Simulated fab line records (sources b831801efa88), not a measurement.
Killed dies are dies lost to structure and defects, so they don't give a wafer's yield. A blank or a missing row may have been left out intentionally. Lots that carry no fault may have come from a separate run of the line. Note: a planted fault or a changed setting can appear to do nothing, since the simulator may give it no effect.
fab line records / flow sky130
record lots=6 wafers=18 last_day=49
route steps=708 shown LOCAL_INTERCONNECT@405 CONTACT@406
lots untouched by any fault: they come from a run of this same line in which no faults occurred
start_h: hours from the record's opening day to when the first of the lot's shown wafers began / wait_h: time in hours since the lot's previous step / " unchanged from the row above / L1.1+2: a single row standing in for several wafers / - no value, or no start given / * or withheld: withheld / < > ~ a bound
route shown NAME@n: NAME is a module with steps in the file, n the number in the route of the first one / usual: mean and standard deviation over wafers with no fault / same: alike in all rows / chamber/n: place in a boat / sites: readings site by site / _std_site: standard deviation across them / _edge_site: outer sites' mean less inner sites' / radius_mm: how far each site lies from the wafer's centre / mask NAME#n: copy n / behind: the last tool/chamber to shape the wafer / hold: what put the lot on hold/how long, in hours/how the hold closed / device: whichever transistor did not switch (one of n, p or np) / end of line: tests of these same wafers at the route's end / a step given without rows: its recipe and nothing more / killed: the dies lost at the first sort to structure and to defects; this is not the yield of the wafer / map: dies across one wafer; x = killed, . = not, _ = none there
set.NAME: the setting that was run; set.NAME@STEP: the one run at that earlier step / model.NAME: the simulator's own value behind a step, which no gauge read
lots at selected steps of the route; one table per step, one row per wafer
services: when a tool's chamber went out of use (start_h, in hours from the record's first day, below 0 if earlier), for how many hours, and the reason
## steps
# step SKY_LOCAL_INTERCONNECT_CLEAN_18
# recipe chemistry=O3/DIW dry=n2_spin
# step SKY_CONTACT_CVD_00
# recipe material=Si3N4 target_thk_nm=75 temp_c=400 time_s=withheld rf_w=450
# usual heater_power_w=757/81 rf_fwd_power_W=443.3/1.9
lot.wafer=L786.1 tool=pecvd-03 chamber=2 start_h=725.63 wait_h=0.0 heater_power_w=817 rf_fwd_power_W=439.9
lot.wafer=L786.4 tool=pecvd-03 chamber=1 start_h=725.63 wait_h=0.0 heater_power_w=725 rf_fwd_power_W=444.1
lot.wafer=L786.5 tool=pecvd-03 chamber=2 start_h=725.63 wait_h=0.0 heater_power_w=800 rf_fwd_power_W=441.8
lot.wafer=L791.3 tool=pecvd-02 chamber=2 start_h=760.61 wait_h=0.0 heater_power_w=841 rf_fwd_power_W=439.9
lot.wafer=L791.5 tool=pecvd-02 chamber=1 start_h=760.61 wait_h=0.0 heater_power_w=662 rf_fwd_power_W=446.5
lot.wafer=L791.6 tool=pecvd-02 chamber=2 start_h=760.61 wait_h=0.0 heater_power_w=833 rf_fwd_power_W=442.2
lot.wafer=L792.1 tool=pecvd-03 chamber=2 start_h=771.61 wait_h=0.0 heater_power_w=823 rf_fwd_power_W=442.8
lot.wafer=L792.2 tool=pecvd-03 chamber=1 start_h=771.61 wait_h=0.0 heater_power_w=796 rf_fwd_power_W=445.8
lot.wafer=L792.5 tool=pecvd-03 chamber=2 start_h=771.61 wait_h=0.0 heater_power_w=827 rf_fwd_power_W=442.0
lot.wafer=L797.2 tool=pecvd-02 chamber=1 start_h=810.99 wait_h=0.0 heater_power_w=712 rf_fwd_power_W=440.5
lot.wafer=L797.4 tool=pecvd-02 chamber=2 start_h=810.99 wait_h=0.0 heater_power_w=933 rf_fwd_power_W=440.0
lot.wafer=L797.6 tool=pecvd-02 chamber=0 start_h=810.99 wait_h=0.0 heater_power_w=808 rf_fwd_power_W=444.3
lot.wafer=L801.3 tool=pecvd-02 chamber=0 start_h=836.12 wait_h=0.0 heater_power_w=780 rf_fwd_power_W=447.3
lot.wafer=L801.4 tool=pecvd-02 chamber=2 start_h=836.12 wait_h=0.0 heater_power_w=885 rf_fwd_power_W=440.7
lot.wafer=L801.5 tool=pecvd-02 chamber=0 start_h=836.12 wait_h=0.0 heater_power_w=797 rf_fwd_power_W=446.6
lot.wafer=L803.3 tool=pecvd-03 chamber=1 start_h=851.70 wait_h=0.0 heater_power_w=786 rf_fwd_power_W=444.4
lot.wafer=L803.4 tool=pecvd-03 chamber=0 start_h=851.70 wait_h=0.0 heater_power_w=723 rf_fwd_power_W=442.5
lot.wafer=L803.5 tool=pecvd-03 chamber=2 start_h=851.70 wait_h=0.0 heater_power_w=836 rf_fwd_power_W=441.2
# step SKY_CONTACT_THK_MEAS_01
# recipe reads=Si3N4_of_CONTACT_CVD_00
# usual CONTACT_CVD_00_THK=75.1/1.1
lot.wafer=L786.1 tool=film_metro-04 chamber=- start_h=725.66 wait_h=- CONTACT_CVD_00_THK[nm]=74.2
lot.wafer=L786.4 tool=film_metro-04 chamber=- start_h=725.66 wait_h=- CONTACT_CVD_00_THK[nm]=75.7
lot.wafer=L786.5 tool=film_metro-04 chamber=- start_h=725.66 wait_h=- CONTACT_CVD_00_THK[nm]=75.6
lot.wafer=L791.3 tool=film_metro-04 chamber=- start_h=760.66 wait_h=- CONTACT_CVD_00_THK[nm]=74.9
lot.wafer=L791.5 tool=film_metro-04 chamber=- start_h=760.66 wait_h=- CONTACT_CVD_00_THK[nm]=75.4
lot.wafer=L791.6 tool=film_metro-04 chamber=- start_h=760.66 wait_h=- CONTACT_CVD_00_THK[nm]=75.8
lot.wafer=L792.1 tool=film_metro-01 chamber=- start_h=771.64 wait_h=- CONTACT_CVD_00_THK[nm]=74.5
lot.wafer=L792.2 tool=film_metro-01 chamber=- start_h=771.64 wait_h=- CONTACT_CVD_00_THK[nm]=74.6
lot.wafer=L792.5 tool=film_metro-01 chamber=- start_h=771.64 wait_h=- CONTACT_CVD_00_THK[nm]=75.2
lot.wafer=L797.2 tool=film_metro-02 chamber=- start_h=811.03 wait_h=- CONTACT_CVD_00_THK[nm]=75.5
lot.wafer=L797.4 tool=film_metro-02 chamber=- start_h=811.03 wait_h=- CONTACT_CVD_00_THK[nm]=77.6
lot.wafer=L797.6 tool=film_metro-02 chamber=- start_h=811.03 wait_h=- CONTACT_CVD_00_THK[nm]=76.7
lot.wafer=L801.3 tool=film_metro-02 chamber=- start_h=836.17 wait_h=- CONTACT_CVD_00_THK[nm]=75.0
lot.wafer=L801.4 tool=film_metro-02 chamber=- start_h=836.17 wait_h=- CONTACT_CVD_00_THK[nm]=75.7
lot.wafer=L801.5 tool=film_metro-02 chamber=- start_h=836.17 wait_h=- CONTACT_CVD_00_THK[nm]=76.2
lot.wafer=L803.3 tool=film_metro-01 chamber=- start_h=851.76 wait_h=- CONTACT_CVD_00_THK[nm]=73.1
lot.wafer=L803.4 tool=film_metro-01 chamber=- start_h=851.76 wait_h=- CONTACT_CVD_00_THK[nm]=74.5
lot.wafer=L803.5 tool=film_metro-01 chamber=- start_h=851.76 wait_h=- CONTACT_CVD_00_THK[nm]=73.8
# step SKY_CONTACT_HDPCVD_02
# recipe material=SiO2 target_thk_nm=565 sigma_open_frac=0.3 time_s=94.2 temp_c=600 sih4_flow_sccm=60 pressure_mtorr=6
# step SKY_CONTACT_THK_MEAS_03
# recipe reads=SiO2_of_CONTACT_HDPCVD_02
# usual CONTACT_HDPCVD_THK=567/6.2
lot.wafer=L786.1 tool=film_metro-01 chamber=- start_h=725.79 wait_h=0.0 CONTACT_HDPCVD_THK[nm]=584
lot.wafer=L786.4 tool=film_metro-01 chamber=- start_h=725.79 wait_h=0.0 CONTACT_HDPCVD_THK[nm]=577
lot.wafer=L786.5 tool=film_metro-01 chamber=- start_h=725.79 wait_h=0.0 CONTACT_HDPCVD_THK[nm]=575
lot.wafer=L791.3 tool=film_metro-01 chamber=- start_h=760.79 wait_h=0.1 CONTACT_HDPCVD_THK[nm]=575
lot.wafer=L791.5 tool=film_metro-01 chamber=- start_h=760.79 wait_h=0.1 CONTACT_HDPCVD_THK[nm]=571
lot.wafer=L791.6 tool=film_metro-01 chamber=- start_h=760.79 wait_h=0.1 CONTACT_HDPCVD_THK[nm]=574
lot.wafer=L792.1 tool=film_metro-02 chamber=- start_h=771.77 wait_h=0.0 CONTACT_HDPCVD_THK[nm]=570
lot.wafer=L792.2 tool=film_metro-02 chamber=- start_h=771.77 wait_h=0.0 CONTACT_HDPCVD_THK[nm]=561
lot.wafer=L792.5 tool=film_metro-02 chamber=- start_h=771.77 wait_h=0.0 CONTACT_HDPCVD_THK[nm]=569
lot.wafer=L797.2 tool=film_metro-01 chamber=- start_h=811.16 wait_h=0.0 CONTACT_HDPCVD_THK[nm]=557
lot.wafer=L797.4 tool=film_metro-01 chamber=- start_h=811.16 wait_h=0.0 CONTACT_HDPCVD_THK[nm]=563
lot.wafer=L797.6 tool=film_metro-01 chamber=- start_h=811.16 wait_h=0.0 CONTACT_HDPCVD_THK[nm]=560
lot.wafer=L801.3 tool=film_metro-02 chamber=- start_h=836.30 wait_h=0.1 CONTACT_HDPCVD_THK[nm]=565
lot.wafer=L801.4 tool=film_metro-02 chamber=- start_h=836.30 wait_h=0.1 CONTACT_HDPCVD_THK[nm]=568
lot.wafer=L801.5 tool=film_metro-02 chamber=- start_h=836.30 wait_h=0.1 CONTACT_HDPCVD_THK[nm]=562
lot.wafer=L803.3 tool=film_metro-04 chamber=- start_h=851.89 wait_h=0.1 CONTACT_HDPCVD_THK[nm]=568
lot.wafer=L803.4 tool=film_metro-04 chamber=- start_h=851.89 wait_h=0.1 CONTACT_HDPCVD_THK[nm]=578
lot.wafer=L803.5 tool=film_metro-04 chamber=- start_h=851.89 wait_h=0.1 CONTACT_HDPCVD_THK[nm]=565
# step SKY_CONTACT_CMP_04
# recipe material=SiO2 down_force_psi=4 platen_rpm=60 pad_velocity_m_s=0.94248
# usual motor_current_A=12.5/1.5 slurry_filter_dp_kPa=13.50/0.13 time_to_endpoint_s=83/4.8
lot.wafer=L786.4 tool=cmp-01 chamber=3 start_h=725.85 wait_h=0.0 motor_current_A=11.6 slurry_filter_dp_kPa=13.36 time_to_endpoint_s=88
lot.wafer=L786.1 tool=cmp-01 chamber=1 start_h=725.85 wait_h=0.0 motor_current_A=12.8 slurry_filter_dp_kPa=13.31 time_to_endpoint_s=94
lot.wafer=L786.5 tool=cmp-01 chamber=0 start_h=725.85 wait_h=0.0 motor_current_A=14.1 slurry_filter_dp_kPa=13.62 time_to_endpoint_s=84
lot.wafer=L791.3 tool=cmp-01 chamber=2 start_h=760.83 wait_h=0.0 motor_current_A=14.8 slurry_filter_dp_kPa=13.44 time_to_endpoint_s=84
lot.wafer=L791.6 tool=cmp-01 chamber=2 start_h=760.83 wait_h=0.0 motor_current_A=15.0 slurry_filter_dp_kPa=13.47 time_to_endpoint_s=87
lot.wafer=L791.5 tool=cmp-01 chamber=3 start_h=760.83 wait_h=0.0 motor_current_A=11.4 slurry_filter_dp_kPa=13.52 time_to_endpoint_s=90
lot.wafer=L792.2 tool=cmp-01 chamber=0 start_h=771.88 wait_h=0.1 motor_current_A=14.1 slurry_filter_dp_kPa=13.75 time_to_endpoint_s=85
lot.wafer=L792.1 tool=cmp-01 chamber=1 start_h=771.88 wait_h=0.1 motor_current_A=12.3 slurry_filter_dp_kPa=13.45 time_to_endpoint_s=90
lot.wafer=L792.5 tool=cmp-01 chamber=0 start_h=771.88 wait_h=0.1 motor_current_A=14.7 slurry_filter_dp_kPa=13.60 time_to_endpoint_s=86
lot.wafer=L797.2 tool=cmp-01 chamber=0 start_h=811.21 wait_h=0.0 motor_current_A=13.6 slurry_filter_dp_kPa=13.39 time_to_endpoint_s=76
lot.wafer=L797.4 tool=cmp-01 chamber=3 start_h=811.21 wait_h=0.0 motor_current_A=11.4 slurry_filter_dp_kPa=13.53 time_to_endpoint_s=84
lot.wafer=L797.6 tool=cmp-01 chamber=1 start_h=811.21 wait_h=0.0 motor_current_A=12.0 slurry_filter_dp_kPa=13.52 time_to_endpoint_s=82
lot.wafer=L801.4 tool=cmp-02 chamber=1 start_h=836.50 wait_h=0.2 motor_current_A=11.9 slurry_filter_dp_kPa=13.49 time_to_endpoint_s=90
lot.wafer=L801.3 tool=cmp-02 chamber=3 start_h=836.50 wait_h=0.2 motor_current_A=10.3 slurry_filter_dp_kPa=13.83 time_to_endpoint_s=79
lot.wafer=L801.5 tool=cmp-02 chamber=1 start_h=836.50 wait_h=0.2 motor_current_A=12.1 slurry_filter_dp_kPa=13.61 time_to_endpoint_s=88
lot.wafer=L803.3 tool=cmp-02 chamber=0 start_h=852.03 wait_h=0.1 motor_current_A=12.3 slurry_filter_dp_kPa=13.37 time_to_endpoint_s=86
lot.wafer=L803.4 tool=cmp-02 chamber=1 start_h=852.03 wait_h=0.1 motor_current_A=13.1 slurry_filter_dp_kPa=13.44 time_to_endpoint_s=95
lot.wafer=L803.5 tool=cmp-02 chamber=2 start_h=852.03 wait_h=0.1 motor_current_A=10.6 slurry_filter_dp_kPa=13.44 time_to_endpoint_s=85
# step SKY_CONTACT_BOW_MEAS_05
# recipe mode=bow
# usual CONTACT_BOW=81/7.1
lot.wafer=L786.1 tool=film_metro-01 chamber=- start_h=726.15 wait_h=0.1 CONTACT_BOW[um]=93
lot.wafer=L786.4 tool=film_metro-01 chamber=- start_h=726.15 wait_h=0.1 CONTACT_BOW[um]=83
lot.wafer=L786.5 tool=film_metro-01 chamber=- start_h=726.15 wait_h=0.1 CONTACT_BOW[um]=92
lot.wafer=L791.3 tool=film_metro-02 chamber=- start_h=761.17 wait_h=0.3 CONTACT_BOW[um]=83
lot.wafer=L791.5 tool=film_metro-02 chamber=- start_h=761.17 wait_h=0.3 CONTACT_BOW[um]=83
lot.wafer=L791.6 tool=film_metro-02 chamber=- start_h=761.17 wait_h=0.3 CONTACT_BOW[um]=84
lot.wafer=L792.1 tool=film_metro-04 chamber=- start_h=772.13 wait_h=0.1 CONTACT_BOW[um]=83
lot.wafer=L792.2 tool=film_metro-04 chamber=- start_h=772.13 wait_h=0.1 CONTACT_BOW[um]=77
lot.wafer=L792.5 tool=film_metro-04 chamber=- start_h=772.13 wait_h=0.1 CONTACT_BOW[um]=87
lot.wafer=L797.2 tool=film_metro-04 chamber=- start_h=811.53 wait_h=0.3 CONTACT_BOW[um]=73
lot.wafer=L797.4 tool=film_metro-04 chamber=- start_h=811.53 wait_h=0.3 CONTACT_BOW[um]=78
lot.wafer=L797.6 tool=film_metro-04 chamber=- start_h=811.53 wait_h=0.3 CONTACT_BOW[um]=87
lot.wafer=L801.3 tool=film_metro-01 chamber=- start_h=836.79 wait_h=0.1 CONTACT_BOW[um]=82
lot.wafer=L801.4 tool=film_metro-01 chamber=- start_h=836.79 wait_h=0.1 CONTACT_BOW[um]=84
lot.wafer=L801.5 tool=film_metro-01 chamber=- start_h=836.79 wait_h=0.1 CONTACT_BOW[um]=79
lot.wafer=L803.3 tool=film_metro-01 chamber=- start_h=852.27 wait_h=0.2 CONTACT_BOW[um]=85
lot.wafer=L803.4 tool=film_metro-01 chamber=- start_h=852.27 wait_h=0.2 CONTACT_BOW[um]=79
lot.wafer=L803.5 tool=film_metro-01 chamber=- start_h=852.27 wait_h=0.2 CONTACT_BOW[um]=85
# step SKY_CONTACT_DEHYDRATE_06
# recipe temp_c=200 time_s=60
# step SKY_CONTACT_HMDS_07
# recipe prime_time_s=60 prime_temp_c=120
# step SKY_CONTACT_COAT_08
# recipe resist=BARC temp_c=withheld time_s=withheld spin_rpm=3000 resist_thk_nm=60
# step SKY_CONTACT_COAT_09
# recipe resist=KrF-thick spin_rpm=3000 resist_thk_nm=450
# step SKY_CONTACT_SOFTBAKE_10
# recipe temp_c=100 time_s=90 resist=KrF-thick
# step SKY_CONTACT_EXPOSE_11
# recipe mask_id=CTM1 na=0.8 source_shape=annular sigma_inner=0.55 sigma_outer=0.85 target_cd_nm=170 dose_mj=38
# usual exposure_dose_mJ_cm2=38.00/0.04 focus_offset_nm=0.0/0.56 sigma_inner=0.55/0
lot.wafer=L786.1 tool=krf_scanner-01 chamber=0 start_h=741.00 wait_h=- mask=CTM1#0 exposure_dose_mJ_cm2=37.98 focus_offset_nm=0.2 sigma_inner=0.55
lot.wafer=L786.4 tool=krf_scanner-01 chamber=0 start_h=741.00 wait_h=- mask=CTM1#0 exposure_dose_mJ_cm2=38.01 focus_offset_nm=-0.5 sigma_inner=0.55
lot.wafer=L786.5 tool=krf_scanner-01 chamber=0 start_h=741.00 wait_h=- mask=CTM1#0 exposure_dose_mJ_cm2=38.00 focus_offset_nm=-0.6 sigma_inner=0.55
lot.wafer=L791.3 tool=krf_scanner-02 chamber=- start_h=775.15 wait_h=- mask=CTM1#0 exposure_dose_mJ_cm2=- focus_offset_nm=- sigma_inner=-
lot.wafer=L791.5 tool=krf_scanner-02 chamber=- start_h=775.15 wait_h=- mask=CTM1#0 exposure_dose_mJ_cm2=- focus_offset_nm=- sigma_inner=-
lot.wafer=L791.6 tool=krf_scanner-02 chamber=- start_h=775.15 wait_h=- mask=CTM1#0 exposure_dose_mJ_cm2=- focus_offset_nm=- sigma_inner=-
lot.wafer=L792.1 tool=krf_scanner-01 chamber=- start_h=785.23 wait_h=- mask=CTM1#0 exposure_dose_mJ_cm2=- focus_offset_nm=- sigma_inner=-
lot.wafer=L792.2 tool=krf_scanner-01 chamber=- start_h=785.23 wait_h=- mask=CTM1#0 exposure_dose_mJ_cm2=- focus_offset_nm=- sigma_inner=-
lot.wafer=L792.5 tool=krf_scanner-01 chamber=- start_h=785.23 wait_h=- mask=CTM1#0 exposure_dose_mJ_cm2=- focus_offset_nm=- sigma_inner=-
lot.wafer=L797.2 tool=krf_scanner-02 chamber=0 start_h=825.59 wait_h=- mask=CTM1#0 exposure_dose_mJ_cm2=37.96 focus_offset_nm=-0.3 sigma_inner=0.55
lot.wafer=L797.4 tool=krf_scanner-02 chamber=0 start_h=825.59 wait_h=- mask=CTM1#0 exposure_dose_mJ_cm2=38.00 focus_offset_nm=0.8 sigma_inner=0.55
lot.wafer=L797.6 tool=krf_scanner-02 chamber=0 start_h=825.59 wait_h=- mask=CTM1#0 exposure_dose_mJ_cm2=37.99 focus_offset_nm=0.6 sigma_inner=0.55
lot.wafer=L801.3 tool=krf_scanner-01 chamber=0 start_h=850.36 wait_h=- mask=CTM1#0 exposure_dose_mJ_cm2=38.02 focus_offset_nm=0.4 sigma_inner=0.55
lot.wafer=L801.4 tool=krf_scanner-01 chamber=0 start_h=850.36 wait_h=- mask=CTM1#0 exposure_dose_mJ_cm2=38.03 focus_offset_nm=0.5 sigma_inner=0.55
lot.wafer=L801.5 tool=krf_scanner-01 chamber=0 start_h=850.36 wait_h=- mask=CTM1#0 exposure_dose_mJ_cm2=37.98 focus_offset_nm=-0.1 sigma_inner=0.55
lot.wafer=L803.3 tool=krf_scanner-02 chamber=0 start_h=864.92 wait_h=- mask=CTM1#0 exposure_dose_mJ_cm2=37.91 focus_offset_nm=-1.8 sigma_inner=0.55
lot.wafer=L803.4 tool=krf_scanner-02 chamber=0 start_h=864.92 wait_h=- mask=CTM1#0 exposure_dose_mJ_cm2=38.06 focus_offset_nm=-0.2 sigma_inner=0.55
lot.wafer=L803.5 tool=krf_scanner-02 chamber=0 start_h=864.92 wait_h=- mask=CTM1#0 exposure_dose_mJ_cm2=37.99 focus_offset_nm=-0.7 sigma_inner=0.55
# step SKY_CONTACT_PEB_12
# recipe peb_temp_c=withheld peb_time_s=withheld resist=KrF-thick
## services
tool=cmp-01 chamber=- start_h=702.10 hours=2.1 kind=repair
tool=cmp-02 chamber=- start_h=707.96 hours=2.9 kind=repair
tool=krf_scanner-01 chamber=- start_h=712.40 hours=1.3 kind=pm
tool=cmp-01 chamber=- start_h=713.84 hours=1.8 kind=repair
tool=cmp-01 chamber=- start_h=714.29 hours=1.5 kind=repair
tool=krf_scanner-02 chamber=- start_h=734.01 hours=0.8 kind=pm
tool=pecvd-02 chamber=- start_h=734.88 hours=0.9 kind=repair
tool=cmp-01 chamber=- start_h=744.00 hours=4.0 kind=pm
tool=cmp-02 chamber=- start_h=746.43 hours=2.0 kind=repair
tool=cmp-01 chamber=- start_h=748.00 hours=- kind=consumable_replace:conditioner
tool=cmp-01 chamber=- start_h=748.00 hours=- kind=consumable_replace:pad
tool=krf_scanner-02 chamber=- start_h=752.93 hours=1.0 kind=pm
tool=pecvd-03 chamber=2 start_h=758.83 hours=4.3 kind=repair
tool=pecvd-03 chamber=- start_h=760.58 hours=2.0 kind=repair
tool=krf_scanner-02 chamber=- start_h=764.98 hours=1.3 kind=pm
tool=krf_scanner-01 chamber=- start_h=766.28 hours=1.0 kind=pm
tool=cmp-01 chamber=- start_h=778.38 hours=4.2 kind=repair
tool=krf_scanner-02 chamber=- start_h=790.70 hours=0.2 kind=repair
tool=pecvd-03 chamber=- start_h=809.69 hours=1.3 kind=repair
tool=cmp-01 chamber=- start_h=815.94 hours=5.0 kind=pm
tool=krf_scanner-01 chamber=- start_h=821.96 hours=0.8 kind=pm
tool=cmp-02 chamber=- start_h=828.95 hours=2.5 kind=repair
tool=cmp-01 chamber=- start_h=841.28 hours=1.0 kind=repair
tool=krf_scanner-01 chamber=- start_h=842.15 hours=0.3 kind=repair
## key
first_sign step=SKY_CONTACT_EXPOSE_11 reading=tool_record direction=missing
effect none on later readings
met_at SKY_CONTACT_EXPOSE_11
struck_wafers L791.3,L791.5,L791.6,L792.1,L792.2,L792.5
later_rows_left_out L791.3,L791.5,L791.6,L792.1,L792.2,L792.5
sort_left_out L791.3,L791.5,L791.6,L792.1,L792.2,L792.5
tester_left_out L791,L792
onset_between 741.00 775.15
fault kind=skipped_step_whole tool=krf_scanner-01,krf_scanner-02 chamber=- onset_h=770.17 steps=SKY_CONTACT_EXPOSE_11 scope=struck_lots_only
# tester_left_out: of these lots the tester's yield and bins aren't shown, on N5 and GAA mostly nor the transistor test; their killed dies are dies lost to structure and defects alone, not to doping, threshold or leakage, so they don't give the yield
# sort_left_out: the simulated sort isn't trusted on such a fault, so these wafers' sort isn't shown, and their yield isn't known
# later_rows_left_out: the simulator's readings of these wafers behind a module that went badly wrong aren't trusted and aren't shown, but for the sort
